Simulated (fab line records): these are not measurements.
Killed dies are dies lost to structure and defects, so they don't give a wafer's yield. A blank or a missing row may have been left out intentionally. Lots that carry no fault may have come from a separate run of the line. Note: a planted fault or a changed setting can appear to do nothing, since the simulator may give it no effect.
Which tool was responsible? + flow sky130 + 42 wafers from 14 lots sampled at 5 of the route's 708 steps

## WHAT THE GAUGES SHOWED, per wafer
SKY_METAL1_OVL_MEAS_16.
| lot  | measured     | on         | METAL1_OVL (nm) |
|------|--------------|------------|-----------------|
| L644 | day 32 16:17 | overlay-01 | 3 1 -1          |
| L645 | day 33 01:41 | overlay-01 | -13 -14 -2      |
| L646 | day 33 11:40 | overlay-02 | 9 6 13          |
| L647 | day 33 16:08 | overlay-02 | -3 1 1          |
| L648 | day 34 11:34 | overlay-02 | -6 -1 -5        |
| L649 | day 34 13:11 | overlay-02 | -13 -7 4        |
| L651 | day 35 00:26 | overlay-01 | -3 0 -1         |
| L652 | day 35 13:20 | overlay-01 | 2 8 7           |
| L653 | day 35 20:15 | overlay-01 | -3 6 1          |
| L654 | day 36 01:13 | overlay-02 | 1 8 7           |
| L655 | day 36 10:07 | overlay-02 | -7 2 -1         |
| L656 | day 36 18:51 | overlay-01 | -1 -1 -8        |
| L663 | day 39 05:55 | overlay-02 | 0 0 0           |
| L664 | day 39 08:31 | overlay-01 | -2 -6 0         |

SKY_VIA1_CD_MEAS_12: the cd target is 150 nm.
| lot  | measured     | on        | cd_nm (nm)        |
|------|--------------|-----------|-------------------|
| L644 | day 33 19:50 | cd_sem-02 | 150.8 148.7 149.8 |
| L645 | day 34 05:34 | cd_sem-01 | 152.0 153.6 153.5 |
| L646 | day 34 15:29 | cd_sem-02 | 148.6 148.5 148.5 |
| L647 | day 34 19:09 | cd_sem-02 | 151.4 151.5 152.6 |
| L648 | day 35 15:38 | cd_sem-02 | 152.4 152.1 152.5 |
| L649 | day 35 17:23 | cd_sem-02 | 148.8 150.9 147.2 |
| L651 | day 36 04:29 | cd_sem-01 | 149.1 149.3 149.9 |
| L652 | day 36 17:07 | cd_sem-02 | 149.3 148.9 151.5 |
| L653 | day 37 00:30 | cd_sem-02 | 152.7 153.1 154.9 |
| L654 | day 37 04:53 | cd_sem-01 | 148.2 150.6 150.3 |
| L655 | day 37 13:38 | cd_sem-02 | 151.2 151.6 150.3 |
| L656 | day 37 21:28 | cd_sem-02 | 150.4 148.2 149.7 |
| L663 | day 40 08:14 | cd_sem-02 | 146.7 145.1 145.6 |
| L664 | day 40 10:37 | cd_sem-01 | 153.5 151.3 154.1 |

SKY_VIA2_BOW_MEAS_03.
| lot  | measured     | on            | VIA2_BOW (um) |
|------|--------------|---------------|---------------|
| L644 | day 35 01:25 | film_metro-04 | 84 93 80      |
| L645 | day 35 11:17 | film_metro-04 | 79 74 86      |
| L646 | day 35 22:14 | film_metro-01 | 65 86 77      |
| L647 | day 36 00:30 | film_metro-04 | 93 83 84      |
| L648 | day 36 20:44 | film_metro-04 | 93 92 81      |
| L649 | day 36 22:35 | film_metro-03 | 94 91 80      |
| L651 | day 37 09:40 | film_metro-04 | 83 89 101     |
| L652 | day 37 20:59 | film_metro-03 | 94 85 86      |
| L653 | day 38 05:25 | film_metro-03 | 90 87 82      |
| L654 | day 38 09:42 | film_metro-03 | 98 86 81      |
| L655 | day 38 19:05 | film_metro-04 | 78 79 94      |
| L656 | day 39 02:55 | film_metro-01 | 89 74 90      |
| L663 | day 41 11:07 | film_metro-01 | 107 116 113   |
| L664 | day 41 14:19 | film_metro-01 | 121 117 111   |

## TOOL THAT RAN EACH LOT (tool first, then ch and the chambers of the sampled wafers, then the start)
| lot  | SKY_METAL2_ETCH_18                | SKY_VIA2_CMP_02               |
|------|-----------------------------------|-------------------------------|
| L644 | rie_metal-02 ch 0,1, day 35 00:08 | cmp-02 ch 0,2,3, day 35 01:10 |
| L645 | rie_metal-03 ch 1, day 35 09:59   | cmp-01 ch 1,3, day 35 10:59   |
| L646 | rie_metal-02 ch 0,1, day 35 20:24 | cmp-01 ch 1,3, day 35 21:59   |
| L647 | rie_metal-03 ch 0,1, day 35 23:14 | cmp-01 ch 0,1,3, day 36 00:17 |
| L648 | rie_metal-02 ch 0,1, day 36 19:26 | cmp-02 ch 2,3, day 36 20:26   |
| L649 | rie_metal-03 ch 0,1, day 36 21:20 | cmp-01 ch 2,3, day 36 22:16   |
| L651 | rie_metal-01 ch 0,1, day 37 08:23 | cmp-01 ch 0,1,3, day 37 09:21 |
| L652 | rie_metal-01 ch 0,1, day 37 19:44 | cmp-01 ch 1,2, day 37 20:40   |
| L653 | rie_metal-01 ch 0,1, day 38 04:10 | cmp-02 ch 0,3, day 38 05:06   |
| L654 | rie_metal-03 ch 0,1, day 38 08:28 | cmp-01 ch 0,1,2, day 38 09:30 |
| L655 | rie_metal-03 ch 0,1, day 38 17:50 | cmp-02 ch 0,2,3, day 38 18:56 |
| L656 | rie_metal-01 ch 0,1, day 39 01:24 | cmp-01 ch 0,1,3, day 39 02:35 |
| L663 | rie_metal-02 ch 0,1, day 41 09:53 | cmp-01 ch 0,1,2, day 41 10:55 |
| L664 | rie_metal-01 ch 0,1, day 41 13:05 | cmp-01 ch 0,2,3, day 41 14:01 |
- SKY_METAL2_ETCH_18: etches BARC in N2/H2, stops on SiO2, time 45.9 s, target depth 60 nm.
- SKY_VIA2_CMP_02: polishes SiO2.

## AS READ BY THE TOOLS THEMSELVES (means over the sampled wafers that have a number; for cases with no such wafer, the mark the record gives instead)
SKY_METAL2_ETCH_18.
| lot  | tool         | drypump_motor_current_A (A) | h2_flow_sccm (sccm) | oes_product_au (a.u.) | throttle_valve_pct (%) |
|------|--------------|-----------------------------|---------------------|-----------------------|------------------------|
| L644 | rie_metal-02 | 6.1                         | 200.8               | 0.855                 | 13.231                 |
| L645 | rie_metal-03 | 5.5                         | 199.7               | 0.860                 | 13.234                 |
| L646 | rie_metal-02 | 6.3                         | 200.4               | 0.851                 | 13.225                 |
| L647 | rie_metal-03 | 5.8                         | 199.8               | 0.854                 | 13.225                 |
| L648 | rie_metal-02 | 6.1                         | 200.0               | 0.855                 | 13.226                 |
| L649 | rie_metal-03 | 6.1                         | 200.3               | 0.857                 | 13.222                 |
| L651 | rie_metal-01 | 6.1                         | 200.4               | 0.855                 | 13.221                 |
| L652 | rie_metal-01 | 6.1                         | 199.8               | 0.854                 | 13.231                 |
| L653 | rie_metal-01 | 6.0                         | 198.7               | 0.860                 | 13.224                 |
| L654 | rie_metal-03 | 6.0                         | 199.8               | 0.853                 | 13.232                 |
| L655 | rie_metal-03 | 5.8                         | 199.7               | 0.859                 | 13.232                 |
| L656 | rie_metal-01 | 6.1                         | 200.2               | 0.853                 | 13.214                 |
| L663 | rie_metal-02 | 6.1                         | 200.2               | 0.852                 | 13.223                 |
| L664 | rie_metal-01 | 6.1                         | 200.0               | 0.856                 | 13.224                 |

SKY_VIA2_CMP_02.
| lot  | tool   | edge_zone_pressure_frac | head_pressure_psi (psi) | motor_current_A (A) |
|------|--------|-------------------------|-------------------------|---------------------|
| L644 | cmp-02 | 0.997                   | 4.002                   | 11.6                |
| L645 | cmp-01 | 0.999                   | 3.995                   | 11.7                |
| L646 | cmp-01 | 0.999                   | 3.998                   | 11.3                |
| L647 | cmp-01 | 1.001                   | 4.004                   | 12.4                |
| L648 | cmp-02 | 0.997                   | 3.995                   | 11.6                |
| L649 | cmp-01 | 0.999                   | 3.993                   | 11.7                |
| L651 | cmp-01 | 1.000                   | 4.002                   | 12.5                |
| L652 | cmp-01 | 1.001                   | 3.995                   | 11.0                |
| L653 | cmp-02 | 1.005                   | 4.003                   | 11.6                |
| L654 | cmp-01 | 0.998                   | 3.999                   | 11.7                |
| L655 | cmp-02 | 1.001                   | 4.006                   | 12.0                |
| L656 | cmp-01 | 1.004                   | 4.002                   | 12.5                |
| L663 | cmp-01 | -                       | -                       | -                   |
| L664 | cmp-01 | -                       | -                       | -                   |

## THE ANSWER, worked out from the rows above alone
Rule: usual is defined by the lots themselves. The widest of any qualifying gaps counts: lots, ordered by their means at a reading, are off when they make up no more than a third of the lots, leave a main group of 4 or more, and stand apart from it by 3 or more times the standard deviation of that group's means. Not used: any main group whose means are identical at the precision the tables above print for the reading. A lot without any number at a reading at which 4 lots or more have one is off too. Where the step has rows for the other lots, those lots are counted as sound. After the gauges, taken in route order, come the tools' own readings; for these a lot's mean is taken, as printed above. At the first step where some lot is off, the reading lying furthest off is the one used; lots without a number count as furthest.
Off: L663, L664, at SKY_VIA2_BOW_MEAS_03 (VIA2_BOW). The main group has a mean of 86 um with a standard deviation of 4.
If a tool, at a process step before that reading, ran all the lots that are off and no sound lot after the first of them, it fits. Not tried: the gauges at SKY_VIA2_BOW_MEAS_03; whatever is off there is also off at SKY_VIA2_CMP_02, on other tools, and gauge error can't account for it. One fits: cmp-01 at SKY_VIA2_CMP_02. A fault onset in the window from L656 (day 39 02:35, its last sound lot) to L663 (day 41 10:55, its first lot off) fits.
Blank at SKY_VIA2_CMP_02 on the lots that are off, where sound lots have numbers: edge_zone_pressure_frac, head_pressure_psi, motor_current_A.

## WHAT WAS PUT IN BY THE SIMULATOR
Step skipped in full: cmp-01, at SKY_VIA2_CMP_02, from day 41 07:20 onward. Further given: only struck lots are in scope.
Lots struck among those shown: L663, L664. The rule above found the same.
